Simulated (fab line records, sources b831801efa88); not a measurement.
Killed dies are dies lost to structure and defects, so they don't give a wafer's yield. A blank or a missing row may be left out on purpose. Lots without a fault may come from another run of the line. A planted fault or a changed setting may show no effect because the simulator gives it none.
Problem report in the 8D (eight disciplines) form, filled by code | flow sky130 | the parts of the form that need people (team, actions taken, sign-off) are left out

1. THE PROBLEM
LDD_LDN_TW at SKY_LDD_LDN_TW_MEAS_13 reads a mean of 29 on 3 wafers of 2 lots; wafers without a fault read 1470 with a standard deviation of 9.1. That is -99 or more standard deviations from the usual mean.
First seen on wafer L974.2, day 25 16:32, on film_metro-04. The record holds 42 wafers of 14 lots with a number at this step. Rule for "out", or "out of limits": more than 4 standard deviations from the usual mean. The other wafers with a number count as sound.

2. WHAT IT IS AND WHAT IT IS NOT
question                    | is                           | is not
which readings at this step | LDD_LDN_TW                   | -
which lots                  | L974, L975                   | L966, L967, L968, L969, L970, L980, L983, L985, L986, L987, L988, L989
which wafers of those lots  | L974.2, L974.5, L975.2       | L974.4, L975.1, L975.6
read on which gauges        | film_metro-01, film_metro-04 | film_metro-03
when                        | from day 25 16:32            | up to then (16 sound wafers); but 23 sound wafers of L975, L980, L983, L985, L986, L987, L988, L989 came after

3. SUSPECTS, AND WHAT RULES EACH OUT
Counting: a tool at a process step up to the reading stays a suspect if it ran every lot that is out. Sound lots after the first of them don't rule it out here, since some wafers of a struck lot are sound.
- the gauge at SKY_LDD_LDN_TW_MEAS_13: ruled out. The wafers that are out were read on 2 gauges (film_metro-01, film_metro-04).
- litho_track-01 at SKY_LDD_LDN_DEVELOP_06 (develop time 60 s): kept. It ran every lot that is out, first L974 (day 25 15:40); its last sound lot up to then is L970 (day 24 20:06).
Left after counting: litho_track-01 at SKY_LDD_LDN_DEVELOP_06.

4. THE CAUSE (what the simulator had put in)
Process parameter drift: litho_track-01, from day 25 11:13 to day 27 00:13, at SKY_LDD_LDN_DEVELOP_06. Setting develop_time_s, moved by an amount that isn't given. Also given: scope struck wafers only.
Counting left only this tool.

5. THE CHAIN OF EFFECTS, in route order
Each row: a reading whose mean over the struck wafers that have a number lies more than 3 standard deviations from the usual. Only readings for which the record gives a usual standard deviation are gone through. hours: the time from each lot's start at the first step in this table that gives one to its start at this step, as a median over the lots. sigmas: the change in usual standard deviations.
hours | step                   | reading    | usual | on struck wafers | change | sigmas
0     | SKY_LDD_LDN_TW_MEAS_13 | LDD_LDN_TW | 1470  | 29               | -1441  | -99 or more
Readings that are blank on the struck wafers while sound wafers have them: LDD_LDN_OVL at SKY_LDD_LDN_OVL_MEAS_07.
Later measuring or inspecting steps at which every struck wafer that the step has a row for has a number for every such reading, and none has moved that far: SKY_POLY_CUT_OVL_MEAS_09.

6. WHAT WOULD HAVE CAUGHT IT SOONER
In this record the first reading out of limits at a measuring or inspecting step was taken at day 25 16:32, 5 hours after the fault began at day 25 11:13.
Between SKY_LDD_LDN_DEVELOP_06 and SKY_LDD_LDN_TW_MEAS_13, SKY_LDD_LDN_OVL_MEAS_07 gave no LDD_LDN_OVL on the struck wafers, where sound wafers have one: a measuring or inspecting step that comes back empty is itself a sign.
Of the lots that are out (2), L975 began SKY_LDD_LDN_DEVELOP_06 on litho_track-01 after day 25 16:32. A hold on the tool at that time would have spared it.
